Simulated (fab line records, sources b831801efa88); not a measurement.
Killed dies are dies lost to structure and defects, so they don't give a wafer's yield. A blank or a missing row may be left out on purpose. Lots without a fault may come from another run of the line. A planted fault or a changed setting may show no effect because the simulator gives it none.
Which tool did it? | flow sky130 | 7 lots, 21 wafers sampled, at 2 steps of a route of 708

WHAT THE GAUGES READ, wafer by wafer
SKY_SONOS_TUNNEL_CD_MEAS_07: target cd 410 nm.
lot  | measured     | on        | cd_nm (nm)
L988 | day 11 06:42 | cd_sem-02 | 411.0 409.3 411.5
L991 | day 12 06:20 | cd_sem-02 | 409.4 407.9 409.3
L993 | day 12 20:24 | cd_sem-01 | 409.1 411.8 412.5
L999 | day 14 17:05 | cd_sem-01 | 300.2 303.8 299.8
L104 | day 16 10:32 | cd_sem-02 | 406.0 404.7 406.2
L107 | day 17 11:51 | cd_sem-01 | 408.2 407.9 408.4
L110 | day 18 07:33 | cd_sem-01 | 408.2 408.3 407.7

WHICH TOOL RAN EACH LOT (tool, then ch and the chambers of the sampled wafers, then the start)
lot  | SKY_SONOS_TUNNEL_EXPOSE_04
L988 | iline_stepper-01 ch 0, day 10 19:01
L991 | iline_stepper-02 ch 0, day 11 19:01
L993 | iline_stepper-02 ch 0, day 12 08:21
L999 | iline_stepper-01 ch 0, day 14 04:46
L104 | iline_stepper-02 ch 0, day 15 20:49
L107 | iline_stepper-02 ch 0, day 16 22:37
L110 | iline_stepper-02 ch 0, day 17 16:15
- SKY_SONOS_TUNNEL_EXPOSE_04: exposes mask TUNM, target cd 410 nm.

THE ANSWER, worked out from the rows above alone
Rule: what is usual is taken from the lots themselves. Put in order of their means at a reading, lots are off if they are a third of the lots or fewer, leave a main group of 4 or more, and stand apart from it by a gap of 3 or more times the standard deviation of the main group's means; of several such gaps the widest counts. A main group whose means are all the same, to the digits that the tables above print for the reading, isn't used. A lot without any number at a reading at which 4 lots or more have one is off too. The other lots that the step has rows for count as sound.
Off: L999, at SKY_SONOS_TUNNEL_CD_MEAS_07 (cd_nm). The main group: mean 408.7 nm, standard deviation 1.8.
A tool fits if, at a process step before that reading, it ran every lot that is off, and no sound lot after the first of them. The gauges at SKY_SONOS_TUNNEL_CD_MEAS_07 are tried like those tools. One fits: iline_stepper-01 at SKY_SONOS_TUNNEL_EXPOSE_04. Its last sound lot is L988 (day 10 19:01), its first lot that is off L999 (day 14 04:46): a fault that began between those two fits.

WHAT THE SIMULATOR HAD PUT IN
Process parameter drift: iline_stepper-01, from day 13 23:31 on, at SKY_SONOS_TUNNEL_EXPOSE_04. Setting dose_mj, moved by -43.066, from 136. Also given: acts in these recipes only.
Lots struck among those shown: L999. The rule above found the same.
